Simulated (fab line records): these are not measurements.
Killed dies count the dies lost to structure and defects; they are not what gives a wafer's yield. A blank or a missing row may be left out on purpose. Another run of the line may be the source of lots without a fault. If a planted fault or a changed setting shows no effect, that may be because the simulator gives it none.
A lot that was struck, set against a sound lot / flow sky130 / 22 out of 708 route steps
Sound: the wafers L776.1, L776.3, L776.6. Struck: wafers L780.2, L780.4. (L780.3 of the same lot was not struck and is left out.) The cause comes at the end.
Order at every step that has rows: each side's tool, ch and its chambers, its first start. Under that, the readings that differ: sound wafers / struck wafers / difference of the means / sigmas: that difference in standard deviations of wafers without a fault.
alike: readings whose means differ by less than 2 such deviations, and words and numbers that are the same on both sides. not compared: withheld readings, readings that some wafer has no value for, bounds like >300 that may hide the same value, and numbers for which the record gives no deviation and whose values overlap.
The two part at a step that has a row with sigmas, a row that says differs or no value, or rows on one side only. When numbers do not overlap yet have no deviation, they are printed without sigmas and do not part them. Lack of a reading on every wafer of one side parts them only where that side has two or more wafers.

first, 1 step without rows for these wafers: SKY_LOCAL_INTERCONNECT_CLEAN_18 (cleans in O3/DIW).
SKY_CONTACT_CVD_00: deposits Si3N4, target thk 75 nm.
  sound on pecvd-03 ch 0,1, day 34 05:41; struck on pecvd-03 ch 2, day 35 15:45
  alike: heater-power-w, rf-fwd-power-W
SKY_CONTACT_THK_MEAS_01:
  struck on film-metro-02, day 35 15:48; sound on film-metro-04, day 34 05:43
  alike: CONTACT_CVD_00_THK
then, 1 step without rows for these wafers: SKY_CONTACT_HDPCVD_02 (deposits SiO2, target thk 565 nm, time 94.2 s).
SKY_CONTACT_THK_MEAS_03:
  struck on film-metro-01, day 35 15:56; sound on film-metro-02, day 34 05:50
  alike: CONTACT_HDPCVD_THK
SKY_CONTACT_CMP_04: polishes SiO2.
  sound on cmp-02 ch 1,2, day 34 05:54; struck on cmp-01 ch 0,2, day 35 16:12
  alike: motor-current-A, time-to-endpoint-s
SKY_CONTACT_BOW_MEAS_05:
  struck on film-metro-01, day 35 16:28; sound on film-metro-04, day 34 06:12
  alike: CONTACT_BOW
then, 5 steps without rows for these wafers: SKY_CONTACT_DEHYDRATE_06 (time 60 s); SKY_CONTACT_HMDS_07 (prime time 60 s); SKY_CONTACT_COAT_08 (resist thk 60 nm); SKY_CONTACT_COAT_09 (resist thk 450 nm); SKY_CONTACT_SOFTBAKE_10 (time 90 s).
SKY_CONTACT_EXPOSE_11: exposes mask CTM1, target cd 170 nm.
  sound on krf-scanner-02 ch 0, day 34 20:02; struck on krf-scanner-01 ch 0, day 36 05:38
  alike: mask
then, 1 step without rows for these wafers: SKY_CONTACT_PEB_12.
SKY_CONTACT_DEVELOP_13: develop time 57.85 s.
  sound: litho-track-04 ch 0; struck: litho-track-03 ch 0
reading=model.CONTACT.cd-nm (nm); sound=169.6 169.7 170.1; struck=87.84 87.98; difference=-81.89; sigmas=
SKY_CONTACT_CD_MEAS_14: the cd target is 170 nm.
  struck on cd-sem-02, day 36 18:38; sound on cd-sem-02, day 35 09:09
reading=cd-nm (nm); sound=169.5 169.6 170.1; struck=87.7 87.8; difference=-82.0; sigmas=-68
SKY_CONTACT_OVL_MEAS_15:
  struck on overlay-01, day 36 18:44; sound on overlay-02, day 35 09:16
  alike: CONTACT_OVL
SKY_CONTACT_ETCH_16: etches BARC in N2/H2, stops on SiO2, time 45.9 s, target depth 60 nm.
  sound on rie-diel-03 ch 0,2, day 35 09:19; struck on rie-diel-01 ch 0,2, day 36 18:46
  alike: drypump-motor-current-A, oes-product-au, rf-fwd-power-W, throttle-valve-pct
  not compared: rf-hours-counter-h
SKY_CONTACT_ETCH_17: etches SiO2 in C4F8/O2/Ar, stops on Si3N4, target depth 340 nm.
  sound on rie-diel-03 ch 0,2, day 35 09:21; struck on rie-diel-01 ch 0,2, day 36 18:49
  alike: oes-product-au, rf-fwd-power-W
SKY_CONTACT_ETCH_18: etches Si3N4 in CHF3/O2, stops on TiN, time 39 s, target depth 75 nm.
  sound: rie-diel-03 ch 0,2; struck: rie-diel-01 ch 0,2
reading=model.CONTACT.cd-nm (nm); sound=168.4 170.2 169; struck=88.32 89.17; difference=-80.45; sigmas=
  alike: O2_flow_sccm, drypump-motor-current-A, oes-product-au, rf-fwd-power-W, throttle-valve-pct
  not compared: rf-hours-counter-h
SKY_CONTACT_STRIP_19: strips in O2/N2.
  sound on plasma-asher-02 ch 1, day 35 09:26; struck on plasma-asher-02 ch 0,1, day 36 18:54
  alike: drypump-motor-current-A, oes-product-au, strip-time-to-endpoint-s
  not compared: rf-hours-counter-h
-- the record jumps here: 13 days lie between the struck wafers' starts before and after (it left off in module CONTACT and takes up again in module PAD_OPEN, whose first step shown is number 708 of the route) --
SKY_PAD_OPEN_PROBE_99:
  struck on prober-01, day 49 20:40; sound on prober-01, day 48 19:14
reading=killed-at-contacts; sound=16 32 24; struck=442 432; difference=+413; sigmas=+72
reading=killed-dies; sound=83 85 93; struck=492 492; difference=+405; sigmas=+51
reading=killed-on-rim; sound=19 17 16; struck=96 96; difference=+79; sigmas=+20
  alike: killed_at_M0_to_M3, killed_at_M4_up, killed-at-front-end, killed-at-other, killed-open, killed-short

WHERE THEY PART
Earliest at SKY_CONTACT_CD_MEAS_14; latest, in this record, at SKY_PAD_OPEN_PROBE_99.

WHY: what the simulator had put in
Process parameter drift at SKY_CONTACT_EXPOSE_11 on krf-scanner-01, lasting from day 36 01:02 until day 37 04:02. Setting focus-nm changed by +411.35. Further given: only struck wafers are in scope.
